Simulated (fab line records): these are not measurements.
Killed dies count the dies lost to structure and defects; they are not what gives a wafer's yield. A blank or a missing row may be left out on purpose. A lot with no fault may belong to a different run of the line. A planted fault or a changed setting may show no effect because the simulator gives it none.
fab line records	flow sky130
record: lots: 24	wafers: 72	lastDay: 50
route steps=708 shown CONTACT@431 METAL2@501 VIA2@528 METAL3@534
lots untouched by any fault: they come from a run of this same line in which no faults occurred
startH: the number of hours between the record's first day and the start of the first shown wafer of the lot	waitH: hours since the lot's step before	" as in the row above	L1.1+2: one row covering several wafers at once	- no value present, or no start provided	* or withheld: withheld	< > ~ a bound
route shown NAME@n: names a module that has steps shown in the file, with the first one's number in the route	usual: average and standard deviation across the fault-free wafers	same: alike in all rows	chamber/n: place in a boat	sites: per-site readings	_std_site: their standard deviation	_edge_site: the outer-site mean with the inner-site mean subtracted	radiusMm: for every site, how far away it sits from the centre of the wafer	mask NAME#n: copy n	behind: tool/chamber where the wafer was last shaped	hold: why the lot went on hold/how many hours it stayed there/how the hold came to an end	device: whichever transistor did not switch (one of n, p or np)	end of line: tests of these same wafers at the route's end	a step without rows: its recipe alone	killed: not the wafer's yield, but the dies lost to structure and defects at the first sort	map: a wafer's dies, x killed, . not, _ none there
set.NAME: the run value of the setting; set.NAME@STEP: its run value at that earlier step	model.NAME: the simulator's own value behind a step, which no gauge read
steps of the route over a sample of lots; a table a step, a row a wafer
services: the hour from which a tool's chamber was out of use, counted from the record's first day as startH (under 0 if before that day), plus the number of hours and why
== steps ==
step: SKY_CONTACT_RS_MEAS_25
recipe: thkMeasGauge: four-point-probe	reads: W_of_CONTACT_CVD_24+TiN_of_CONTACT_SPUTTER_23
usual: CONTACT_W_RS: 0.335/0.0083
lot.wafer	tool	chamber	startH	waitH	CONTACT_W_RS[ohm/sq]
L074.3	filmMetro-04	-	735.43	0.1	0.325
L074.4	"	-	"	"	0.341
L074.5	"	-	"	"	0.345
L075.1	filmMetro-03	-	738.94	0.1	0.339
L075.4	"	-	"	"	0.343
L075.6	"	-	"	"	0.342
L076.1	filmMetro-02	-	750.61	0.1	0.340
L076.5	"	-	"	"	0.343
L076.6	"	-	"	"	0.319
L077.2	filmMetro-03	-	760.65	0.1	0.337
L077.3	"	-	"	"	0.336
L077.5	"	-	"	"	0.342
L078.1	filmMetro-03	-	776.85	0.1	0.343
L078.4	"	-	"	"	0.325
L078.5	"	-	"	"	0.345
L080.1	filmMetro-02	-	777.43	0.1	0.337
L080.4	"	-	"	"	0.332
L080.5	"	-	"	"	0.335
L079.1	filmMetro-03	-	778.79	0.1	0.352
L079.2	"	-	"	"	0.331
L079.6	"	-	"	"	0.347
L081.1	filmMetro-02	-	802.50	0.1	0.325
L081.3	"	-	"	"	0.339
L081.5	"	-	"	"	0.344
L082.3	filmMetro-02	-	814.97	0.1	0.338
L082.4	"	-	"	"	0.335
L082.6	"	-	"	"	0.333
L083.1	filmMetro-03	-	815.83	0.1	0.343
L083.2	"	-	"	"	0.330
L083.3	"	-	"	"	0.344
L084.1	filmMetro-02	-	823.66	0.1	0.341
L084.4	"	-	"	"	0.322
L084.6	"	-	"	"	0.322
L085.1	filmMetro-03	-	831.45	0.1	0.328
L085.2	"	-	"	"	0.347
L085.6	"	-	"	"	0.344
L086.4	filmMetro-03	-	832.21	0.1	0.336
L086.5	"	-	"	"	0.339
L086.6	"	-	"	"	0.337
L087.2	filmMetro-03	-	838.19	0.1	0.341
L087.4	"	-	"	"	0.321
L087.6	"	-	"	"	0.340
L088.3	filmMetro-04	-	850.95	0.1	0.344
L088.4	"	-	"	"	0.327
L088.6	"	-	"	"	0.344
L089.2	filmMetro-03	-	864.64	0.1	0.328
L089.3	"	-	"	"	0.346
L089.5	"	-	"	"	0.348
L091.1	filmMetro-04	-	879.96	0.1	0.338
L091.2	"	-	"	"	0.339
L091.4	"	-	"	"	0.340
L090.2	filmMetro-02	-	882.21	0.1	0.347
L090.3	"	-	"	"	0.325
L090.4	"	-	"	"	0.339
L092.3	filmMetro-02	-	883.03	0.1	0.343
L092.5	"	-	"	"	0.325
L092.6	"	-	"	"	0.346
L093.2	filmMetro-04	-	884.61	0.1	0.331
L093.3	"	-	"	"	0.333
L093.5	"	-	"	"	0.332
L094.3	filmMetro-04	-	888.83	0.1	0.323
L094.4	"	-	"	"	0.337
L094.6	"	-	"	"	0.336
L095.1	filmMetro-03	-	904.06	0.1	0.342
L095.4	"	-	"	"	0.340
L095.6	"	-	"	"	0.341
L096.1	filmMetro-04	-	905.14	0.1	0.323
L096.2	"	-	"	"	0.342
L096.5	"	-	"	"	0.337
L097.1	filmMetro-03	-	911.05	0.1	0.328
L097.2	"	-	"	"	0.348
L097.4	"	-	"	"	0.348
step: SKY_METAL2_ETCH_18
recipe: chemistry: N2/H2	target: BARC	ionEnergyEv: 200	biasW: 100	pressureMtorr: 30	n2FlowSccm: 100	h2FlowSccm: 200	icpW: 500	stopOn: SiO2	timeS: 45.9	targetDepthA: 600
usual: drypumpMotorCurrentA: 5.7/0.47	oesProductAu: 0.854/0.0053	throttleValvePct: 13.225/0.0096
lot.wafer	tool	chamber	startH	waitH	drypumpMotorCurrentA	oesProductAu	rfHoursCounterH	throttleValvePct
L074.3	rieMetal-03	0	820.11	0.0	5.8	0.851	-	13.227
L074.4	"	1	"	"	5.5	0.859	-	13.238
L074.5	"	0	"	"	5.8	0.849	-	13.227
L075.1	rieMetal-03	0	825.14	0.0	5.8	0.848	2	13.209
L075.4	"	1	"	"	5.5	0.854	-	13.228
L075.6	"	1	"	"	5.5	0.864	-	13.223
L076.1	rieMetal-01	1	835.90	0.0	6.3	0.857	4	13.226
L076.5	"	1	"	"	6.3	0.846	-	13.214
L076.6	"	0	"	"	5.1	0.855	-	13.233
L077.2	rieMetal-03	1	845.48	0.0	5.5	0.850	1	13.212
L077.3	"	1	"	"	5.5	0.854	-	13.221
L077.5	"	1	"	"	5.5	0.853	-	13.219
L078.1	rieMetal-01	0	859.16	0.0	5.1	0.855	11	13.228
L078.4	"	1	"	"	6.2	0.853	-	13.219
L078.5	"	1	"	"	6.2	0.844	-	13.219
L080.1	rieMetal-02	1	860.93	0.0	6.5	0.855	5	13.210
L080.4	"	0	"	"	5.4	0.861	-	13.218
L080.5	"	1	"	"	6.5	0.865	-	13.229
L079.1	rieMetal-03	0	861.64	0.0	5.8	0.853	4	13.224
L079.2	"	1	"	"	5.5	0.861	2	13.221
L079.6	"	1	"	"	5.5	0.838	-	13.210
L081.1	rieMetal-02	1	885.74	0.0	6.5	0.852	6	13.227
L081.3	"	0	"	"	5.4	0.854	-	13.221
L081.5	"	1	"	"	6.5	0.863	-	13.243
L082.3	rieMetal-01	0	896.16	0.0	5.1	0.854	-	13.213
L082.4	"	1	"	"	6.3	0.860	-	13.236
L082.6	"	0	"	"	5.1	0.863	-	13.214
L083.1	rieMetal-03	0	897.93	0.0	5.8	0.846	4	13.223
L083.2	"	1	"	"	5.5	0.854	2	13.232
L083.3	"	0	"	"	5.8	0.854	-	13.242
L084.1	rieMetal-03	0	905.71	0.0	5.8	0.855	5	13.212
L084.4	"	0	"	"	5.8	0.854	-	13.239
L084.6	"	0	"	"	5.7	0.856	-	13.222
L085.1	rieMetal-01	1	912.94	0.0	6.3	0.859	9	13.224
L085.2	"	0	"	"	5.1	0.855	15	13.244
L085.6	"	0	"	"	5.1	0.862	-	13.231
L086.4	rieMetal-03	0	913.10	0.0	5.8	0.855	-	13.222
L086.5	"	0	"	"	5.8	0.848	-	13.229
L086.6	"	1	"	"	5.5	0.861	-	13.215
L087.2	rieMetal-03	0	919.68	0.0	5.8	0.851	6	13.222
L087.4	"	0	"	"	5.7	0.858	-	13.219
L087.6	"	1	"	"	5.4	0.860	-	13.210
L088.3	rieMetal-02	1	931.58	0.0	6.5	0.853	-	13.237
L088.4	"	0	"	"	5.4	0.855	-	13.223
L088.6	"	0	"	"	5.4	0.857	-	13.226
L089.2	rieMetal-03	1	944.29	0.0	5.5	0.865	5	13.227
L089.3	"	1	"	"	5.5	0.855	-	13.212
L089.5	"	0	"	"	5.8	0.850	-	13.232
L091.1	rieMetal-01	0	959.34	0.0	5.1	0.850	17	13.241
L091.2	"	1	"	"	6.3	0.854	12	13.212
L091.4	"	0	"	"	5.1	0.865	-	13.221
L090.2	rieMetal-01	1	961.36	0.0	6.3	0.854	12	13.221
L090.3	"	0	"	"	5.1	0.859	-	13.240
L090.4	"	1	"	"	6.3	0.854	-	13.217
L092.3	rieMetal-02	1	962.08	0.0	6.5	0.856	-	13.226
L092.5	"	0	"	"	5.4	0.865	-	13.226
L092.6	"	1	"	"	6.5	0.855	-	13.233
L093.2	rieMetal-01	1	964.28	0.1	6.3	0.853	-	13.225
L093.3	"	1	"	"	6.2	0.845	-	13.235
L093.5	"	1	"	"	6.3	0.849	-	13.229
L094.3	rieMetal-02	1	968.39	0.0	6.5	0.844	-	13.222
L094.4	"	0	"	"	5.4	0.852	-	13.228
L094.6	"	0	"	"	5.4	0.851	-	13.241
L095.1	rieMetal-02	1	982.91	0.0	6.5	0.863	11	13.217
L095.4	"	0	"	"	5.4	0.863	-	13.216
L095.6	"	1	"	"	6.5	0.846	-	13.225
L096.1	rieMetal-01	0	983.39	0.0	5.1	0.853	18	13.238
L096.2	"	1	"	"	6.3	0.850	13	13.226
L096.5	"	1	"	"	6.3	0.852	-	13.222
L097.1	rieMetal-03	1	990.58	0.0	5.5	0.856	7	13.218
L097.2	"	0	"	"	5.8	0.861	9	13.243
L097.4	"	0	"	"	5.8	0.856	-	13.232
step: SKY_VIA2_CVD_21
recipe: material: W	targetThkNm: 420	timeS: 126.4	tempC: 400	pressureTorr: 40
usual: chamberPressureTorr: 39.99/0.086	heaterPowerW: 923/82
lot.wafer	tool	chamber	startH	waitH	chamberPressureTorr	heaterPowerW
L074.3	cvdW-02	0	848.65	0.1	39.99	981
L074.4	"	1	"	"	39.88	946
L074.5	"	0	"	"	39.99	994
L075.1	cvdW-01	1	853.93	0.0	40.08	935
L075.4	"	1	"	"	40.11	920
L075.6	"	1	"	"	40.02	918
L076.1	cvdW-01	0	863.89	0.0	40.01	835
L076.5	"	0	"	"	40.04	825
L076.6	"	1	"	"	39.97	928
L077.2	cvdW-01	0	873.77	0.0	39.95	825
L077.3	"	1	"	"	40.13	913
L077.5	"	0	"	"	40.02	836
L078.1	cvdW-02	0	886.82	0.0	39.95	995
L078.4	"	0	"	"	40.04	984
L078.5	"	1	"	"	40.00	940
L080.1	cvdW-01	0	888.31	0.0	40.04	832
L080.4	"	0	"	"	39.98	814
L080.5	"	0	"	"	39.92	832
L079.1	cvdW-01	0	889.04	0.0	40.08	837
L079.2	"	1	"	"	39.86	890
L079.6	"	0	"	"	40.03	843
L081.1	cvdW-02	0	912.86	0.0	40.08	1007
L081.3	"	1	"	"	39.97	926
L081.5	"	0	"	"	40.00	978
L082.3	cvdW-02	0	923.03	0.1	39.96	991
L082.4	"	1	"	"	40.04	953
L082.6	"	0	"	"	40.01	1003
L083.1	cvdW-01	1	925.41	0.0	40.05	989
L083.2	"	0	"	"	40.10	752
L083.3	"	0	"	"	40.07	736
L084.1	cvdW-02	0	933.06	0.0	39.89	973
L084.4	"	0	"	"	39.94	985
L084.6	"	1	"	"	39.92	905
L085.1	cvdW-02	0	940.30	0.0	40.00	1001
L085.2	"	1	"	"	40.00	934
L085.6	"	1	"	"	40.05	935
L086.4	cvdW-01	0	941.21	0.1	40.04	754
L086.5	"	1	"	"	40.02	969
L086.6	"	0	"	"	39.90	759
L087.2	cvdW-01	1	947.00	0.0	40.06	986
L087.4	"	1	"	"	40.04	978
L087.6	"	0	"	"	39.92	740
L088.3	cvdW-01	0	958.70	0.1	39.98	753
L088.4	"	1	"	"	40.04	1001
L088.6	"	0	"	"	40.03	772
L089.2	cvdW-02	0	971.74	0.0	39.88	1008
L089.3	"	0	"	"	39.90	987
L089.5	"	0	"	"	39.82	1006
L091.1	cvdW-02	0	986.88	0.0	40.12	1020
L091.2	"	1	"	"	39.93	937
L091.4	"	0	"	"	39.86	988
L090.2	cvdW-02	1	988.44	0.0	40.10	937
L090.3	"	1	"	"	40.00	963
L090.4	"	0	"	"	39.92	990
L092.3	cvdW-02	1	989.10	0.1	39.99	947
L092.5	"	0	"	"	39.98	1000
L092.6	"	1	"	"	40.00	946
L093.2	cvdW-01	0	992.01	0.0	40.05	760
L093.3	"	1	"	"	39.96	969
L093.5	"	0	"	"	39.91	735
L094.3	cvdW-02	0	994.95	0.1	39.93	1001
L094.4	"	1	"	"	40.15	930
L094.6	"	0	"	"	39.98	1009
L096.1	cvdW-02	1	1009.36	0.0	40.12	938
L096.2	"	0	"	"	39.98	1010
L096.5	"	1	"	"	40.12	924
L095.1	cvdW-02	0	1009.49	0.1	40.06	995
L095.4	"	1	"	"	40.04	906
L095.6	"	1	"	"	39.85	941
L097.1	cvdW-01	1	1016.27	0.0	39.95	979
L097.2	"	0	"	"	40.05	756
L097.4	"	1	"	"	39.92	991
step: SKY_VIA2_THK_MEAS_23
recipe: thkMeasGauge: xrf	reads: W_of_VIA2_CVD_21
usual: VIA2_W_THK: 429/9.1
lot.wafer	tool	chamber	startH	waitH	VIA2_W_THK[nm]
L074.3	filmMetro-03	-	848.87	0.1	425
L074.4	"	-	"	"	447
L074.5	"	-	"	"	427
L075.1	filmMetro-03	-	854.18	0.1	421
L075.4	"	-	"	"	422
L075.6	"	-	"	"	425
L076.1	filmMetro-04	-	864.14	0.1	431
L076.5	"	-	"	"	432
L076.6	"	-	"	"	434
L077.2	filmMetro-02	-	874.03	0.1	422
L077.3	"	-	"	"	426
L077.5	"	-	"	"	423
L078.1	filmMetro-02	-	887.07	0.1	434
L078.4	"	-	"	"	432
L078.5	"	-	"	"	443
L080.1	filmMetro-02	-	888.56	0.1	426
L080.4	"	-	"	"	431
L080.5	"	-	"	"	428
L079.1	filmMetro-02	-	889.29	0.1	428
L079.2	"	-	"	"	428
L079.6	"	-	"	"	428
L081.1	filmMetro-02	-	913.11	0.1	424
L081.3	"	-	"	"	444
L081.5	"	-	"	"	434
L082.3	filmMetro-04	-	923.26	0.1	417
L082.4	"	-	"	"	421
L082.6	"	-	"	"	413
L083.1	filmMetro-02	-	925.66	0.1	428
L083.2	"	-	"	"	418
L083.3	"	-	"	"	427
L084.1	filmMetro-03	-	933.31	0.1	428
L084.4	"	-	"	"	437
L084.6	"	-	"	"	444
L085.1	filmMetro-04	-	940.55	0.1	417
L085.2	"	-	"	"	432
L085.6	"	-	"	"	430
L086.4	filmMetro-02	-	941.45	0.1	427
L086.5	"	-	"	"	425
L086.6	"	-	"	"	427
L087.2	filmMetro-02	-	947.26	0.1	429
L087.4	"	-	"	"	434
L087.6	"	-	"	"	431
L088.3	filmMetro-04	-	958.93	0.1	421
L088.4	"	-	"	"	416
L088.6	"	-	"	"	418
L089.2	filmMetro-02	-	972.00	0.1	426
L089.3	"	-	"	"	422
L089.5	"	-	"	"	423
L091.1	filmMetro-02	-	987.13	0.1	426
L091.2	"	-	"	"	437
L091.4	"	-	"	"	427
L090.2	filmMetro-04	-	988.70	0.1	426
L090.3	"	-	"	"	436
L090.4	"	-	"	"	416
L092.3	filmMetro-04	-	989.32	0.1	431
L092.5	"	-	"	"	416
L092.6	"	-	"	"	431
L093.2	filmMetro-02	-	992.27	0.1	428
L093.3	"	-	"	"	423
L093.5	"	-	"	"	428
L094.3	filmMetro-03	-	995.17	0.1	425
L094.4	"	-	"	"	445
L094.6	"	-	"	"	430
L096.1	filmMetro-04	-	1009.61	0.1	438
L096.2	"	-	"	"	416
L096.5	"	-	"	"	430
L095.1	filmMetro-02	-	1009.74	0.1	434
L095.4	"	-	"	"	454
L095.6	"	-	"	"	447
L097.1	filmMetro-03	-	1016.52	0.1	418
L097.2	"	-	"	"	420
L097.4	"	-	"	"	421
step: SKY_METAL3_SPUTTER_02
recipe: material: AlCu	targetThkNm: 735	powerW: 10600	timeS: 39.1	chamberPressurePa: 0.4
usual: throttleValvePct: 30.1/1.3
lot.wafer	tool	chamber	startH	waitH	throttleValvePct
L074.3	pvdSputter-04	-	849.26	0.0	29.3
L074.4	"	-	"	"	28.8
L074.5	"	-	"	"	27.3
L075.1	pvdSputter-02	-	854.59	0.0	28.9
L075.4	"	-	"	"	31.6
L075.6	"	-	"	"	30.5
L076.1	pvdSputter-01	-	864.55	0.0	29.7
L076.5	"	-	"	"	29.9
L076.6	"	-	"	"	31.0
L077.2	pvdSputter-01	-	874.43	0.0	31.2
L077.3	"	-	"	"	30.9
L077.5	"	-	"	"	30.9
L078.1	pvdSputter-02	-	887.48	0.0	31.3
L078.4	"	-	"	"	31.6
L078.5	"	-	"	"	31.3
L080.1	pvdSputter-01	-	888.97	0.0	31.1
L080.4	"	-	"	"	30.2
L080.5	"	-	"	"	31.0
L079.1	pvdSputter-02	-	889.70	0.0	30.4
L079.2	"	-	"	"	31.6
L079.6	"	-	"	"	28.8
L081.1	pvdSputter-01	-	913.52	0.0	31.0
L081.3	"	-	"	"	29.8
L081.5	"	-	"	"	29.7
L082.3	pvdSputter-01	-	923.65	0.0	29.7
L082.4	"	-	"	"	31.0
L082.6	"	-	"	"	30.0
L083.1	pvdSputter-04	-	926.07	0.0	28.9
L083.2	"	-	"	"	29.5
L083.3	"	-	"	"	27.4
L084.1	pvdSputter-04	-	933.72	0.0	32.2
L084.4	"	-	"	"	29.2
L084.6	"	-	"	"	28.8
L085.1	pvdSputter-01	-	940.96	0.0	31.0
L085.2	"	-	"	"	29.9
L085.6	"	-	"	"	29.9
L086.4	pvdSputter-01	-	941.82	0.0	31.0
L086.5	"	-	"	"	31.2
L086.6	"	-	"	"	30.1
L087.2	pvdSputter-04	-	947.66	0.0	28.9
L087.4	"	-	"	"	32.1
L087.6	"	-	"	"	29.5
L088.3	pvdSputter-01	-	959.32	0.0	30.2
L088.4	"	-	"	"	31.0
L088.6	"	-	"	"	29.6
L089.2	pvdSputter-02	-	972.40	0.0	30.4
L089.3	"	-	"	"	31.9
L089.5	"	-	"	"	31.8
L091.1	pvdSputter-04	-	987.63	0.0	32.2
L091.2	"	-	"	"	28.6
L091.4	"	-	"	"	29.4
L090.2	pvdSputter-02	-	989.10	0.0	30.1
L090.3	"	-	"	"	31.4
L090.4	"	-	"	"	31.6
L092.3	pvdSputter-04	-	989.71	0.0	28.6
L092.5	"	-	"	"	28.6
L092.6	"	-	"	"	27.2
L093.2	pvdSputter-04	-	992.67	0.0	32.4
L093.3	"	-	"	"	29.3
L093.5	"	-	"	"	32.3
L094.3	pvdSputter-02	-	995.56	0.0	31.2
L094.4	"	-	"	"	29.3
L094.6	"	-	"	"	31.3
L096.1	pvdSputter-04	-	1010.02	0.0	27.4
L096.2	"	-	"	"	29.0
L096.5	"	-	"	"	27.0
L095.1	pvdSputter-01	-	1010.15	0.0	31.1
L095.4	"	-	"	"	31.4
L095.6	"	-	"	"	29.9
L097.1	pvdSputter-02	-	1016.93	0.0	31.4
L097.2	"	-	"	"	31.4
L097.4	"	-	"	"	29.1
step: SKY_METAL3_CD_MEAS_13
recipe: targetCdNm: 300
usual: cdNm: 300.2/1.4
lot.wafer	tool	chamber	startH	waitH	cdNm
L074.3	cdSem-02	-	902.04	-	300.5
L074.4	"	-	"	"	299.8
L074.5	"	-	"	"	300.7
L075.1	cdSem-01	-	907.69	-	297.2
L075.4	"	-	"	"	298.7
L075.6	"	-	"	"	297.5
L076.1	cdSem-01	-	915.24	-	301.1
L076.5	"	-	"	"	302.5
L076.6	"	-	"	"	303.7
L077.2	cdSem-02	-	924.92	-	299.6
L077.3	"	-	"	"	300.7
L077.5	"	-	"	"	300.9
L078.1	cdSem-01	-	938.95	-	301.7
L078.4	"	-	"	"	300.0
L078.5	"	-	"	"	300.0
L080.1	cdSem-01	-	940.52	-	300.8
L080.4	"	-	"	"	300.7
L080.5	"	-	"	"	299.9
L079.1	cdSem-01	-	941.17	-	300.7
L079.2	"	-	"	"	300.7
L079.6	"	-	"	"	301.9
L081.1	cdSem-02	-	964.79	-	300.1
L081.3	"	-	"	"	301.0
L081.5	"	-	"	"	300.7
L082.3	cdSem-02	-	974.39	-	300.9
L082.4	"	-	"	"	300.6
L082.6	"	-	"	"	299.9
L083.1	cdSem-01	-	976.02	-	300.1
L083.2	"	-	"	"	300.1
L083.3	"	-	"	"	299.6
L084.1	cdSem-02	-	981.95	-	299.2
L084.4	"	-	"	"	298.4
L084.6	"	-	"	"	299.6
L085.1	cdSem-02	-	990.05	-	299.3
L085.2	"	-	"	"	301.7
L085.6	"	-	"	"	301.5
L086.4	cdSem-02	-	991.83	-	298.8
L086.5	"	-	"	"	298.6
L086.6	"	-	"	"	299.8
L087.2	cdSem-02	-	997.26	-	299.0
L087.4	"	-	"	"	300.9
L087.6	"	-	"	"	299.0
L088.3	cdSem-02	-	1008.78	-	300.2
L088.4	"	-	"	"	299.1
L088.6	"	-	"	"	300.4
L089.2	cdSem-01	-	1020.06	-	298.4
L089.3	"	-	"	"	302.0
L089.5	"	-	"	"	299.2
L091.1	cdSem-02	-	1034.72	-	298.6
L091.2	"	-	"	"	299.3
L091.4	"	-	"	"	299.9
L090.2	cdSem-01	-	1036.09	-	300.5
L090.3	"	-	"	"	300.1
L090.4	"	-	"	"	301.2
L092.3	cdSem-02	-	1037.24	-	302.6
L092.5	"	-	"	"	301.8
L092.6	"	-	"	"	302.5
L093.2	cdSem-02	-	1039.17	-	301.6
L093.3	"	-	"	"	301.1
L093.5	"	-	"	"	302.0
L094.3	cdSem-02	-	1041.31	-	300.5
L094.4	"	-	"	"	301.4
L094.6	"	-	"	"	301.2
L096.1	cdSem-01	-	1055.25	-	300.5
L096.2	"	-	"	"	297.9
L096.5	"	-	"	"	302.1
L095.1	cdSem-02	-	1056.25	-	298.4
L095.4	"	-	"	"	300.0
L095.6	"	-	"	"	298.6
L097.1	cdSem-01	-	1062.12	-	298.1
L097.2	"	-	"	"	298.1
L097.4	"	-	"	"	297.1
== services ==
tool	chamber	startH	hours	kind
rieMetal-03	1	802.20	-	clean
rieMetal-03	1	802.20	16.0	scheduledDown
rieMetal-03	1	802.20	16.0	ventCycle
rieMetal-02	-	819.62	28.1	pm
pvdSputter-04	-	837.54	0.6	repair
rieMetal-03	-	849.98	1.0	repair
rieMetal-03	-	874.15	14.6	pm
cvdW-02	-	875.19	1.7	repair
pvdSputter-04	-	884.93	7.9	repair
rieMetal-03	-	892.46	1.4	pm
pvdSputter-04	-	893.58	7.7	repair
pvdSputter-01	3	894.44	-	consumableReplace:kit
pvdSputter-02	-	902.18	57.1	repair
cvdW-01	-	904.06	14.0	pm
cvdW-01	0	904.06	14.0	ventCycle
cvdW-01	1	904.06	14.0	ventCycle
cvdW-01	0	918.06	-	clean
cvdW-01	1	918.06	-	clean
pvdSputter-04	-	935.92	1.0	repair
pvdSputter-02	-	949.78	5.9	repair
rieMetal-01	0	962.68	7.9	repair
cvdW-02	-	981.39	2.8	pm
rieMetal-01	-	1003.06	2.8	pm
cvdW-01	-	1005.71	6.9	pm
== key ==
fault none
